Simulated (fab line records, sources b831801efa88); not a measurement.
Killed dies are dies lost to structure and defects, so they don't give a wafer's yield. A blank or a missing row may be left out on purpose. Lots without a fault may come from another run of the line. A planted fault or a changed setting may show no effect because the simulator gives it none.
fab line records | flow sky130
record lots=5 wafers=15 last_day=50
route steps=708 shown FIELD_ISO@4 NWELL@32 DNWELL@35 PWDE@45 PAD_OPEN@708
lots that met no fault: from a run of the same line without faults
start_h: hours from the record's first day to the start of the lot's first wafer shown | wait_h: hours since the lot's step before | " the same as in the row above | L1.1+2: a row that stands for several wafers | - no value, or no start given | * or withheld: withheld | < > ~ a bound
route shown NAME@n: a module of which the file shows steps, and the number in the route of the first | usual: mean/standard deviation of fault-free wafers | same: alike in all rows | chamber/n: place in a boat | sites: the reading at each site | _std_site: their standard deviation | _edge_site: outer sites' mean less inner sites' | radius_mm: how far each site lies from the wafer's centre | mask NAME#n: copy n | behind: the tool/chamber that last shaped the wafer | hold: why the lot was held/for how many hours/how that ended | device: the transistor (n, p or np) that didn't switch | end of line: the same wafers' tests at the end of the route | a step without rows: its recipe alone | killed: dies lost to structure and defects at the first sort, not the wafer's yield | map: a wafer's dies, x killed, . not, _ none there
set.NAME: the setting as run; set.NAME@STEP: as run at that earlier step | model.NAME: the simulator's own value behind a step, which no gauge read
lots at some steps of the route; a table a step, a row a wafer
services: from which hour (start_h, from the record's first day; less than 0 if before it) a tool's chamber was out of use, for how many hours, and why
## steps
# step SKY_FIELD_ISO_CVD_03
# recipe material=Si3N4 precursor=DCS/NH3 target_thk_nm=165 temp_c=770 time_s=2830 pressure_mtorr=250
# step SKY_FIELD_ISO_THK_MEAS_04
# recipe reads=Si3N4_of_FIELD_ISO_CVD_03
# usual FIELD_ISO_CVD_03_THK=164.9/1.2
# columns lot.wafer tool chamber start_h wait_h FIELD_ISO_CVD_03_THK[nm]
L290.2 film_metro-04 - 14.87 0.0 165.1
L290.3 " - " " 166.1
L290.5 " - " " 165.9
L295.1 film_metro-04 - 38.66 0.0 163.4
L295.5 " - " " 162.9
L295.6 " - " " 162.1
L297.2 film_metro-04 - 48.50 0.0 164.5
L297.5 " - " " 163.4
L297.6 " - " " 162.8
L298.1 film_metro-02 - 55.19 0.0 166.1
L298.2 " - " " 165.5
L298.4 " - " " 165.5
L310.3 film_metro-04 - 113.50 0.0 164.0
L310.4 " - " " 165.4
L310.6 " - " " 164.9
# step SKY_FIELD_ISO_DEHYDRATE_05
# recipe temp_c=200 time_s=60
# step SKY_FIELD_ISO_HMDS_06
# recipe prime_time_s=60 prime_temp_c=120
# step SKY_FIELD_ISO_COAT_07
# recipe resist=BARC temp_c=withheld time_s=withheld spin_rpm=3000 resist_thk_nm=60
# step SKY_FIELD_ISO_COAT_08
# recipe resist=KrF-thick spin_rpm=3000 resist_thk_nm=450
# step SKY_FIELD_ISO_SOFTBAKE_09
# recipe temp_c=98.81 time_s=90 resist=KrF-thick
# step SKY_FIELD_ISO_EXPOSE_10
# recipe mask_id=FOM na=0.68 source_shape=annular sigma_inner=0.4 sigma_outer=0.8 target_cd_nm=150 dose_mj=28
# step SKY_FIELD_ISO_PEB_11
# recipe peb_temp_c=withheld peb_time_s=withheld resist=KrF-thick
# step SKY_FIELD_ISO_DEVELOP_12
# recipe develop_time_s=60 resist=KrF-thick dev_temp_c=21
# step SKY_FIELD_ISO_CD_MEAS_13
# recipe target_cd_nm=150
# usual cd_nm=150.1/1.4
# columns lot.wafer tool chamber start_h wait_h cd_nm
L290.2 cd_sem-02 - 30.35 - 149.4
L290.3 " - " " 149.5
L290.5 " - " " 148.8
L295.1 cd_sem-02 - 53.98 - 149.5
L295.5 " - " " 148.9
L295.6 " - " " 150.2
L297.2 cd_sem-02 - 64.05 - 149.7
L297.5 " - " " 150.5
L297.6 " - " " 150.5
L298.1 cd_sem-02 - 71.13 - 150.2
L298.2 " - " " 148.9
L298.4 " - " " 149.5
L310.3 cd_sem-01 - 132.46 - 148.3
L310.4 " - " " 148.1
L310.6 " - " " 151.5
# step SKY_FIELD_ISO_ETCH_14
# recipe chemistry=N2/H2 target=BARC ion_energy_ev=200 source_w=500 bias_w=100 pressure_mtorr=30 n2_flow_sccm=100 h2_flow_sccm=200 stop_on=SiO2 time_s=45.9 target_depth_a=600
# usual drypump_motor_current_A=5.7/0.36 oes_product_au=0.855/0.0049 throttle_valve_pct=13.224/0.009
# columns lot.wafer tool chamber start_h wait_h drypump_motor_current_A oes_product_au rf_hours_counter_h throttle_valve_pct
L290.2 rie_diel-03 1 30.45 0.1 6.2 0.855 167 13.228
L290.3 " 2 " " 5.8 0.855 37 13.208
L290.5 " 3 " " 5.3 0.849 - 13.223
L295.1 rie_diel-02 1 54.10 0.1 5.5 0.846 6 13.223
L295.5 " 1 " " 5.5 0.859 - 13.221
L295.6 " 2 " " 5.6 0.852 - 13.217
L297.2 rie_diel-01 2 64.15 0.1 5.5 0.852 33 13.236
L297.5 " 3 " " 5.6 0.850 - 13.215
L297.6 " 0 " " 5.6 0.859 - 13.226
L298.1 rie_diel-03 0 71.25 0.1 5.2 0.854 30 13.233
L298.2 " 3 " " 5.3 0.858 23 13.225
L298.4 " 2 " " 5.8 0.846 38 13.234
L310.3 rie_diel-02 3 132.54 0.1 5.7 0.850 6 13.230
L310.4 " 2 " " 5.6 0.854 - 13.200
L310.6 " 0 " " 6.7 0.868 - 13.218
# step SKY_FIELD_ISO_ETCH_15
# recipe chemistry=CHF3/O2 target_depth_nm=180 stop_on=Si source_w=600 bias_w=200 pressure_mtorr=40 chf3_flow_sccm=50 O2_flow_sccm=5 time_s=72
# usual drypump_motor_current_A=5.7/0.35 oes_product_au=0.945/0.0059 throttle_valve_pct=8.844/0.0093
# columns lot.wafer tool chamber start_h wait_h drypump_motor_current_A oes_product_au rf_hours_counter_h throttle_valve_pct
L290.2 rie_diel-03 1 30.49 0.0 6.1 0.955 167 8.835
L290.3 " 2 " " 5.8 0.952 37 8.842
L290.5 " 3 " " 5.3 0.947 - 8.852
L295.1 rie_diel-02 1 54.14 0.0 5.5 0.932 6 8.830
L295.5 " 1 " " 5.5 0.942 - 8.838
L295.6 " 2 " " 5.6 0.941 - 8.825
L297.2 rie_diel-01 2 64.19 0.0 5.5 0.942 33 8.841
L297.5 " 3 " " 5.6 0.945 - 8.833
L297.6 " 0 " " 5.6 0.941 - 8.843
L298.1 rie_diel-03 0 71.29 0.0 5.2 0.945 30 8.840
L298.2 " 3 " " 5.3 0.952 23 8.846
L298.4 " 2 " " 5.8 0.945 38 8.843
L310.3 rie_diel-02 3 132.58 0.0 5.7 0.941 6 8.856
L310.4 " 2 " " 5.6 0.949 - 8.826
L310.6 " 0 " " 6.6 0.946 - 8.824
# step SKY_FIELD_ISO_STRIP_16
# recipe chemistry=O2/N2 power_w=1400 pressure_mtorr=1500 platen_temp_c=withheld o2_flow_sccm=3000 n2_flow_sccm=300 overash_fraction=0.5
# usual drypump_motor_current_A=5.5/0.51 oes_product_au=0.378/0.0049 strip_time_to_endpoint_s=3.55/0.048
# columns lot.wafer tool chamber start_h wait_h drypump_motor_current_A oes_product_au rf_hours_counter_h strip_time_to_endpoint_s
L290.2 plasma_asher-02 0 30.54 0.0 6.4 0.377 32 3.57
L290.3 " 0 " " 6.4 0.372 - 3.51
L290.5 " 0 " " 6.5 0.381 - 3.52
L295.1 plasma_asher-02 0 54.19 0.0 6.5 0.372 34 3.52
L295.5 " 1 " " 5.5 0.378 - 3.52
L295.6 " 0 " " 6.4 0.383 - 3.60
L297.2 plasma_asher-02 0 64.25 0.0 6.5 0.376 35 3.62
L297.5 " 1 " " 5.5 0.374 - 3.52
L297.6 " 0 " " 6.4 0.373 - 3.60
L298.1 plasma_asher-04 1 71.34 0.0 5.4 0.372 39 3.54
L298.2 " 0 " " 5.0 0.372 39 3.50
L298.4 " 0 " " 5.0 0.378 - 3.51
L310.3 plasma_asher-01 0 132.67 0.1 4.9 0.375 - 3.49
L310.4 " 1 " " 5.6 0.386 - 3.64
L310.6 " 0 " " 4.9 0.381 - 3.56
# step SKY_FIELD_ISO_ETCH_17
# recipe target_depth_a=3420 mask_material=Si3N4 chemistry=HBr/Cl2/O2 target=Si taper_deg=5 icp_w=600 bias_w=150 pressure_mtorr=15 HBr_flow_sccm=150 Cl2_flow_sccm=40 O2_flow_sccm=6 time_s=97.7
# usual drypump_motor_current_A=5.8/0.41 oes_product_au=1.004/0.015 throttle_valve_pct=25.653/0.014
# columns lot.wafer tool chamber start_h wait_h drypump_motor_current_A oes_product_au rf_hours_counter_h throttle_valve_pct
L290.2 rie_si-01 2 30.64 0.1 6.1 1.009 53 25.643
L290.3 " 3 " " 5.1 1.012 41 25.634
L290.5 " 3 " " 5.2 1.025 - 25.641
L295.1 rie_si-02 3 54.29 0.1 5.9 1.027 3 25.631
L295.5 " 0 " " 5.9 1.013 - 25.626
L295.6 " 3 " " 5.9 1.015 - 25.657
L297.2 rie_si-01 2 64.35 0.1 6.1 1.000 53 25.664
L297.5 " 1 " " 6.2 0.989 - 25.669
L297.6 " 0 " " 6.2 0.991 - 25.663
L298.1 rie_si-02 3 71.44 0.1 5.9 1.007 3 25.639
L298.2 " 2 " " 5.3 1.009 93 25.645
L298.4 " 3 " " 5.9 1.026 - 25.655
L310.3 rie_si-01 0 132.74 0.0 6.2 1.001 0 25.651
L310.4 " 1 " " 6.2 0.985 64 25.667
L310.6 " 3 " " 5.1 1.005 - 25.650
# step SKY_FIELD_ISO_WET_ETCH_18
# recipe chemistry=H3PO4 target_depth_nm=25 temp_c=160 target=Si3N4 time_s=286
# step SKY_FIELD_ISO_CLEAN_19
# recipe chemistry=SC1/SC2 mix=1:4:20 temp_c=70 time_s=150
# step SKY_FIELD_ISO_CLEAN_20
# recipe chemistry=dHF time_s=20 dilution=100:1
# step SKY_FIELD_ISO_WET_ETCH_21
# recipe chemistry=dHF dilution=100:1 target_depth_nm=20 dry=ipa_marangoni target=SiO2 temp_c=25 time_s=400
# step SKY_FIELD_ISO_OXIDATION_22
# recipe temp_c=950 ambient=O2 stabilise_s=600 purge_s=300 target_thk_a=100 ox_time_s=623
# step SKY_FIELD_ISO_THK_MEAS_23
# recipe reads=SiO2_of_FIELD_ISO_OXIDATION_22
# usual FIELD_ISO_OXIDATION_01_THK=10.03/0.18
# columns lot.wafer tool chamber start_h wait_h FIELD_ISO_OXIDATION_01_THK[nm]
L290.2 film_metro-02 - 32.36 0.0 10.22
L290.3 " - " " 10.22
L290.5 " - " " 10.14
L295.1 film_metro-04 - 56.05 0.0 10.21
L295.5 " - " " 10.16
L295.6 " - " " 10.28
L297.2 film_metro-04 - 66.24 0.0 10.23
L297.5 " - " " 10.30
L297.6 " - " " 10.32
L298.1 film_metro-01 - 74.45 0.0 9.94
L298.2 " - " " 10.12
L298.4 " - " " 9.98
L310.3 film_metro-01 - 134.89 0.0 10.08
L310.4 " - " " 9.85
L310.6 " - " " 9.74
# step SKY_FIELD_ISO_CVD_24
# recipe material=SiO2 target_thk_nm=595 temp_c=650 sigma_open_frac=0.3 time_s=99.2 sih4_flow_sccm=60 pressure_mtorr=6
# step SKY_FIELD_ISO_THK_MEAS_25
# recipe reads=SiO2_of_FIELD_ISO_CVD_24
# usual FIELD_ISO_CVD_24_THK=590/7.3
# columns lot.wafer tool chamber start_h wait_h FIELD_ISO_CVD_24_THK[nm]
L290.2 film_metro-04 - 32.49 0.0 587
L290.3 " - " " 602
L290.5 " - " " 600
L295.1 film_metro-02 - 56.18 0.0 595
L295.5 " - " " 593
L295.6 " - " " 588
L297.2 film_metro-02 - 66.37 0.0 593
L297.5 " - " " 584
L297.6 " - " " 583
L298.1 film_metro-04 - 74.68 0.0 587
L298.2 " - " " 575
L298.4 " - " " 588
L310.3 film_metro-01 - 135.02 0.1 587
L310.4 " - " " 607
L310.6 " - " " 589
# step SKY_FIELD_ISO_ANNEAL_26
# recipe temp_c=1000 time_s=1800 ambient=N2
# step SKY_FIELD_ISO_CMP_27
# recipe stop_on=Si3N4 t_overpolish_s=16 down_force_psi=4 platen_rpm=60 target_thk_nm=457.8 pad_velocity_m_s=0.94248
# usual motor_current_A=11.7/1.1 overpolish_run_s=16.000/0.009 time_to_endpoint_s=113/5.4
# columns lot.wafer tool chamber start_h wait_h motor_current_A overpolish_run_s time_to_endpoint_s
L290.3 cmp-02 2 35.40 0.1 10.8 15.999 122
L290.2 " 3 " " 12.7 16.007 114
L290.5 " 1 " " 11.0 16.015 112
L295.1 cmp-01 1 59.16 0.1 12.2 16.013 119
L295.6 " 3 " " 13.0 15.988 113
L295.5 " 0 " " 11.8 16.003 126
L297.2 cmp-02 2 68.07 0.1 11.0 15.993 116
L297.6 " 3 " " 13.1 16.004 106
L297.5 " 0 " " 9.5 16.014 112
L298.1 cmp-01 3 76.37 0.0 12.7 15.998 112
L298.2 " 0 " " 11.7 15.992 116
L298.4 " 1 " " 12.1 16.004 113
L310.4 cmp-01 3 137.58 0.1 13.4 16.004 116
L310.3 " 1 " " 12.5 15.988 112
L310.6 " 3 " " 13.3 15.997 110
# step SKY_FIELD_ISO_WET_ETCH_28
# recipe chemistry=dHF target_depth_nm=23.7 target=SiO2 dilution=10:1 temp_c=25 time_s=47
# step SKY_FIELD_ISO_WET_ETCH_29
# recipe chemistry=H3PO4 target_depth_nm=160 target=Si3N4 temp_c=160 time_s=1825
# step SKY_FIELD_ISO_WET_ETCH_30
# recipe chemistry=dHF target_depth_nm=25 target=SiO2 dilution=10:1 temp_c=25 time_s=50
# step SKY_NWELL_CLEAN_00
# recipe chemistry=SC1/SC2 mix=1:4:20 temp_c=70 time_s=150 dry=n2_spin
# step SKY_NWELL_OXIDATION_01
# recipe temp_c=900 ambient=O2 stabilise_s=600 purge_s=300 target_thk_a=100 ox_time_s=1418
# step SKY_NWELL_THK_MEAS_02
# recipe reads=SiO2_of_NWELL_OXIDATION_01
# usual NWELL_OXIDATION_THK=10.00/0.2
# columns lot.wafer tool chamber start_h wait_h NWELL_OXIDATION_THK[nm]
L290.2 film_metro-01 - 38.22 0.0 10.39
L290.3 " - " " 10.33
L290.5 " - " " 10.45
L295.1 film_metro-03 - 62.46 0.0 10.16
L295.5 " - " " 10.19
L295.6 " - " " 10.10
L297.2 film_metro-02 - 70.67 0.0 9.98
L297.5 " - " " 10.15
L297.6 " - " " 10.01
L298.1 film_metro-01 - 79.28 0.0 9.95
L298.2 " - " " 9.97
L298.4 " - " " 10.19
L310.3 film_metro-03 - 140.67 0.0 10.04
L310.4 " - " " 10.05
L310.6 " - " " 10.17
# step SKY_DNWELL_DEHYDRATE_00
# recipe temp_c=200 time_s=60
# step SKY_DNWELL_HMDS_01
# recipe prime_time_s=60 prime_temp_c=120
# step SKY_DNWELL_COAT_02
# recipe spin_rpm=2000 resist_thk_nm=3000
# step SKY_DNWELL_SOFTBAKE_03
# recipe temp_c=110 time_s=withheld
# step SKY_DNWELL_EXPOSE_04
# recipe mask_id=DNM na=0.57 target_cd_nm=3000 dose_mj=222
# step SKY_DNWELL_PEB_05
# recipe temp_c=115 time_s=withheld
# step SKY_DNWELL_DEVELOP_06
# recipe wall_angle_deg=90 developer=TMAH develop_time_s=60 dev_temp_c=23
# step SKY_DNWELL_IMPLANT_07
# recipe species=P energy_kev=withheld dose_cm2=withheld tilt_deg=withheld
# step SKY_DNWELL_STRIP_08
# recipe chemistry=O2/N2 power_w=1400 pressure_mtorr=1500 platen_temp_c=withheld o2_flow_sccm=3000 n2_flow_sccm=300 overash_fraction=0.5
# usual drypump_motor_current_A=5.5/0.62 oes_product_au=0.723/0.005 strip_time_to_endpoint_s=36.95/0.1
# columns lot.wafer tool chamber start_h wait_h drypump_motor_current_A oes_product_au rf_hours_counter_h strip_time_to_endpoint_s
L290.2 plasma_asher-01 1 53.39 0.1 5.6 0.723 39 37.08
L290.3 " 0 " " 4.9 0.722 - 36.92
L290.5 " 0 " " 4.9 0.731 - 37.03
L295.1 plasma_asher-01 0 78.74 0.1 4.9 0.726 41 37.07
L295.5 " 0 " " 4.9 0.726 - 37.04
L295.6 " 1 " " 5.6 0.717 - 37.03
L297.2 plasma_asher-02 1 87.77 0.1 5.5 0.721 37 36.81
L297.5 " 0 " " 6.5 0.725 - 36.78
L297.6 " 1 " " 5.5 0.722 - 36.80
L298.1 plasma_asher-03 0 96.52 0.1 6.5 0.713 29 36.87
L298.2 " 1 " " 5.0 0.723 29 36.86
L298.4 " 1 " " 5.0 0.715 - 36.78
L310.3 plasma_asher-01 1 160.61 0.1 5.5 0.730 - 36.99
L310.4 " 0 " " 4.9 0.719 - 37.00
L310.6 " 1 " " 5.6 0.717 - 36.95
# step SKY_DNWELL_TW_MEAS_09
# usual DNWELL_TW=1113/7.8
# columns lot.wafer tool chamber start_h wait_h DNWELL_TW
L290.2 film_metro-02 - 53.50 0.1 1105
L290.3 " - " " 1107
L290.5 " - " " 1113
L295.1 film_metro-03 - 78.84 0.1 1112
L295.5 " - " " 1115
L295.6 " - " " 1108
L297.2 film_metro-03 - 87.88 0.1 1108
L297.5 " - " " 1107
L297.6 " - " " 1112
L298.1 film_metro-02 - 96.62 0.1 1112
L298.2 " - " " 1108
L298.4 " - " " 1116
L310.3 film_metro-03 - 160.70 0.1 1111
L310.4 " - " " 1096
L310.6 " - " " 1099
# step SKY_PWDE_DEHYDRATE_00
# recipe temp_c=200 time_s=60
# step SKY_PAD_OPEN_PROBE_99
# usual killed_at_M0_to_M3=42/7.2 killed_at_M4_up=3.4/2.1 killed_at_contacts=24/5.4 killed_at_front_end=15/4 killed_at_other=0.3/0.53 killed_dies=85/8.8 killed_open=47/6.7 killed_short=38/6.5
# same gross_dies=492 killed_at_back_side=0
# columns lot.wafer tool chamber start_h wait_h killed_at_M0_to_M3 killed_at_M4_up killed_at_contacts killed_at_front_end killed_at_other killed_dies killed_open killed_short
L290.2 prober-02 - 1079.19 0.1 38 2 22 18 0 80 52 28
L290.3 prober-02 - 1079.24 0.2 38 3 23 19 0 83 49 33
L290.5 prober-02 - 1079.34 0.2 41 3 34 11 1 90 52 38
L295.1 prober-01 - 1108.38 0.1 40 2 25 17 0 84 49 35
L295.5 prober-01 - 1108.58 0.2 37 2 24 15 1 79 43 35
L295.6 prober-01 - 1108.63 0.2 46 1 34 14 1 96 48 48
L297.2 prober-01 - 1120.86 0.1 45 5 24 19 0 93 49 44
L297.5 prober-01 - 1121.01 0.2 37 5 21 15 0 78 51 27
L297.6 prober-01 - 1121.06 0.2 34 3 29 13 0 79 47 32
L310.3 prober-01 - 1187.95 0.2 50 2 22 17 0 91 48 43
L310.4 prober-01 - 1188.00 0.2 56 3 17 12 0 88 43 45
L310.6 prober-01 - 1188.10 0.2 29 3 18 47 0 97 45 28
# killed by level:class
L290.2 VIA1:geometric_particle:open=10 CONTACT:geometric_particle:open=8 VIA2:geometric_particle:open=7 VIA3:geometric_particle:open=7 POLY_GATE:geometric_particle:open=6 LI_CONTACT:geometric_particle:open=6 POLY_GATE:geometric_particle:short=5 LI_CONTACT:geometric_particle:short=4
L290.3 VIA3:geometric_particle:open=12 CONTACT:geometric_particle:open=10 VIA1:geometric_particle:open=7 POLY_GATE:geometric_particle:open=6 LI_CONTACT:geometric_particle:open=6 METAL1:geometric_particle:short=5 FIELD_ISO:geometric_particle:open=4 VIA1:geometric_particle:short=4
L290.5 CONTACT:geometric_particle:open=14 VIA1:geometric_particle:open=14 LOCAL_INTERCONNECT:geometric_particle:short=6 LI_CONTACT:geometric_particle:open=5 CONTACT:geometric_particle:short=5 VIA3:geometric_particle:open=5 VIA1:geometric_particle:short=5 METAL2:geometric_particle:short=4
L295.1 CONTACT:geometric_particle:open=11 VIA1:geometric_particle:open=10 METAL2:geometric_particle:short=7 LI_CONTACT:geometric_particle:open=6 FIELD_ISO:geometric_particle:open=5 VIA2:geometric_particle:short=5 LOCAL_INTERCONNECT:geometric_particle:short=4 FIELD_ISO:geometric_particle:short=3
L295.5 VIA1:geometric_particle:open=13 CONTACT:geometric_particle:open=8 LI_CONTACT:geometric_particle:open=5 LOCAL_INTERCONNECT:geometric_particle:short=5 METAL2:geometric_particle:short=4 VIA3:geometric_particle:open=4 FIELD_ISO:geometric_particle:open=3 FIELD_ISO:geometric_particle:short=3
L295.6 LI_CONTACT:geometric_particle:open=17 METAL2:geometric_particle:short=11 VIA1:geometric_particle:open=10 CONTACT:geometric_particle:short=7 METAL1:geometric_particle:short=7 VIA2:geometric_particle:open=5 FIELD_ISO:geometric_particle:short=4 LI_CONTACT:geometric_particle:short=4
L297.2 VIA1:geometric_particle:open=11 CONTACT:geometric_particle:open=9 CONTACT:geometric_particle:short=7 LI_CONTACT:geometric_particle:open=6 VIA3:geometric_particle:open=6 VIA1:geometric_particle:short=5 METAL1:geometric_particle:short=5 FIELD_ISO:geometric_particle:short=4
L297.5 VIA2:geometric_particle:open=12 VIA1:geometric_particle:open=8 CONTACT:geometric_particle:open=8 LI_CONTACT:geometric_particle:open=5 FIELD_ISO:geometric_particle:open=4 VIA2:geometric_particle:short=4 METAL2:geometric_particle:short=4 VIA3:geometric_particle:open=4
L297.6 CONTACT:geometric_particle:open=12 VIA2:geometric_particle:open=10 VIA1:geometric_particle:open=7 LI_CONTACT:geometric_particle:open=6 POLY_GATE:geometric_particle:open=5 CONTACT:geometric_particle:short=5 METAL2:geometric_particle:short=4 FIELD_ISO:geometric_particle:open=3
L310.3 VIA1:geometric_particle:open=11 METAL2:geometric_particle:short=9 LI_CONTACT:geometric_particle:open=8 VIA2:geometric_particle:open=7 CONTACT:geometric_particle:short=6 VIA3:geometric_particle:open=6 FIELD_ISO:geometric_particle:open=5 FIELD_ISO:geometric_particle:short=4
L310.4 VIA1:geometric_particle:open=12 METAL2:geometric_particle:short=8 CONTACT:geometric_particle:open=7 VIA3:geometric_particle:open=6 METAL3:geometric_particle:short=5 METAL1:geometric_particle:short=5 VIA3:geometric_particle:short=5 VIA2:geometric_particle:short=4
L310.6 FIELD_ISO:unspecified=24 VIA1:geometric_particle:open=9 CONTACT:geometric_particle:open=6 FIELD_ISO:geometric_particle:open=5 LI_CONTACT:geometric_particle:open=5 VIA3:geometric_particle:open=4 POLY_GATE:geometric_particle:open=4 SPACER:geometric_particle:open=4
# map L310.6 (x killed, . not)
__________..x.....x._________
________...x.........x_______
______.................._____
_____.......x.x.xx...x...____
____.x......x..x.........x___
___.......x......x.........__
__.x....x.......x..x........_
_..x.....................x...
_.xx............xx...x......x
_...x....x......x...x........
_x....x.x..............xx...x
_......x.x....x.......xx.x...
_....x...x.....x.............
_..x........x.x..x....x......
_.....xx...x...x........xx.x.
__xx.xxx.x..xx..x....x.x..x._
___xxxxxx.x.........x....x.__
____xxxxx...............x.___
_____xxxxx..........x....____
______x...x......x......_____
________x...x........._______
__________.........x_________
# map L295.6 (x killed, . not)
__________.......x.._________
________..x........x.._______
______......x....x......_____
_____...x.x........xx....____
____x...............x.....___
___.x.........xxxx.x....x..__
__x........x........x.....xx_
_.....x......x.x.x...x..xx...
_.....................x.....x
_...xxx.......xx...xxx....x..
_....x.....x...x..xx.........
_....x.x......x.x......xx...x
_..xx......xx.......xx..xx.x.
_x...x....x.....x.......x....
_.......x.............xx.....
__....x......xx....x......x._
___..x.........x....xx.....__
____..xxx.....x...x...x...___
_____.......xx.....xx..x.____
______.....x............_____
________...xx.....x..._______
__________.xx......._________
## services
# columns tool chamber start_h hours kind
rie_diel-03 2 20.76 5.1 repair
plasma_asher-01 - 28.13 2.2 repair
cmp-02 - 31.57 1.7 repair
rie_diel-02 - 33.11 15.6 pm
rie_diel-01 2 37.46 3.9 repair
rie_diel-01 3 41.10 16.2 repair
rie_diel-02 - 50.87 0.2 repair
rie_diel-02 1 58.18 8.8 repair
rie_diel-02 - 58.69 2.8 pm
cmp-01 - 61.56 8.5 pm
plasma_asher-01 - 62.12 4.3 pm
rie_si-01 3 63.71 2.4 repair
cmp-01 - 70.09 4.0 pm
cmp-01 - 72.05 3.5 repair
plasma_asher-02 - 84.42 3.1 repair
plasma_asher-01 - 108.75 9.0 pm
rie_diel-03 - 109.65 2.8 pm
rie_diel-03 3 112.42 1.3 repair
cmp-01 - 119.78 0.5 repair
rie_si-01 2 125.40 6.0 repair
rie_diel-02 1 129.08 4.7 repair
rie_diel-03 1 131.02 4.4 repair
plasma_asher-02 - 144.39 1.7 repair
cmp-01 - 150.20 1.1 repair
## key
first_sign step=SKY_PAD_OPEN_PROBE_99 reading=killed_at_front_end direction=up sigmas=8.1 usual=15 struck=47
effect none on later readings
met_at SKY_FIELD_ISO_ETCH_15
struck_wafers L310.6
tester_left_out L310
fault kind=chamber_particle_source tool=rie_diel-02 chamber=0 onset_h=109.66 steps=SKY_FIELD_ISO_ETCH_15 rate_per_visit_cm2=0.5069 end_h=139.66
# tester_left_out: of these lots the tester's yield and bins aren't shown, on N5 and GAA mostly nor the transistor test; their killed dies are dies lost to structure and defects alone, not to doping, threshold or leakage, so they don't give the yield
